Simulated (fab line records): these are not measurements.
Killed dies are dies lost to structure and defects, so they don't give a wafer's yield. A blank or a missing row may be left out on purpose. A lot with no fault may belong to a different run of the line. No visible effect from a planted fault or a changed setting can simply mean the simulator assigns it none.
Comparing a struck lot with a sound one | flow sky130 | 15 steps out of a route of 708
Sound: wafers L739.2, L739.4, L739.5. Wafers L743.1, L743.2, L743.4 were the ones struck. The cause is named last.
For every step that has rows: the tool of each side, followed by ch and its chambers, followed by its first start. Under that, the readings that differ: sound wafers | struck wafers | difference of the means | sigmas: that difference in standard deviations of wafers without a fault.
alike: readings whose means differ by less than 2 such deviations, and words and numbers that are the same on both sides. not compared: withheld readings, readings that some wafer has no value for, bounds like >300 that may hide the same value, and numbers for which the record gives no deviation and whose values overlap.
The two part at a step that has a row with sigmas, a row that says differs or no value, or rows on one side only. Numbers that don't overlap but have no deviation are shown without sigmas and don't part them. A reading missing from all wafers of one side parts the sides only when that side holds two or more wafers.

first, 2 steps without rows for these wafers: SKY_LOCAL_INTERCONNECT_CLEAN_17 (cleans in IPA, time 180 s); SKY_LOCAL_INTERCONNECT_CLEAN_18 (cleans in O3/DIW).
SKY_CONTACT_CVD_00: deposits Si3N4, target thk 75 nm.
  sound on pecvd-04 ch 0,1,2, day 31 18:33; struck on pecvd-03 ch 0,2, day 33 04:27
  alike: heater_power_w
SKY_CONTACT_THK_MEAS_01:
  sound on film_metro-01, day 31 18:35; struck on film_metro-02, day 33 04:29
  alike: CONTACT_CVD_00_THK
then, 1 step without rows for these wafers: SKY_CONTACT_HDPCVD_02 (deposits SiO2, target thk 565 nm, time 94.2 s).
SKY_CONTACT_THK_MEAS_03:
  sound on film_metro-02, day 31 18:45; struck on film_metro-02, day 33 04:37
  alike: CONTACT_HDPCVD_THK
SKY_CONTACT_CMP_04: polishes SiO2.
  sound on cmp-02 ch 1,2, day 31 18:48; struck on cmp-01 ch 0,2,3, day 33 04:40
  alike: motor_current_A, time_to_endpoint_s
SKY_CONTACT_BOW_MEAS_05:
  sound on film_metro-01, day 31 19:07; struck on film_metro-02, day 33 04:58
  alike: CONTACT_BOW
then, 4 steps without rows for these wafers: SKY_CONTACT_DEHYDRATE_06 (time 60 s); SKY_CONTACT_HMDS_07 (prime time 60 s); SKY_CONTACT_COAT_08 (resist thk 60 nm); SKY_CONTACT_COAT_09 (resist thk 450 nm).
SKY_CONTACT_SOFTBAKE_10: time 90 s.
  sound on litho_track-02 ch 0, day 32 09:00; struck on litho_track-03 ch 0, day 33 18:00
  reading          | sound                | struck               | difference | sigmas
  plate_temp_C (C) | 99.82 99.70 99.93    | 100.16 100.01 100.14 | +0.29      | +2
  run_length_s (s) | 119.28 119.33 119.35 | 132.99 132.99 132.84 | +13.62     | +76
  alike: chill_plate_temp_C, resist_line_temp_C
then, 1 step without rows for these wafers: SKY_CONTACT_EXPOSE_11 (exposes mask CTM1, target cd 170 nm).
-- the record jumps here: 14 days lie between the struck wafers' starts before and after (it left off in module CONTACT and takes up again in module PAD_OPEN, whose first step shown is number 708 of the route) --
SKY_PAD_OPEN_PROBE_99:
  the record has rows for the struck wafers here (prober-01, day 47 20:47) and none for the sound ones

== WHERE THEY PART ==
At SKY_CONTACT_SOFTBAKE_10 first; at SKY_PAD_OPEN_PROBE_99 last (within this record only).

WHY: whatever the simulator had introduced
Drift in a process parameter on litho_track-03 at SKY_CONTACT_SOFTBAKE_10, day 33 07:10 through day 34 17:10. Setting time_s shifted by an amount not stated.
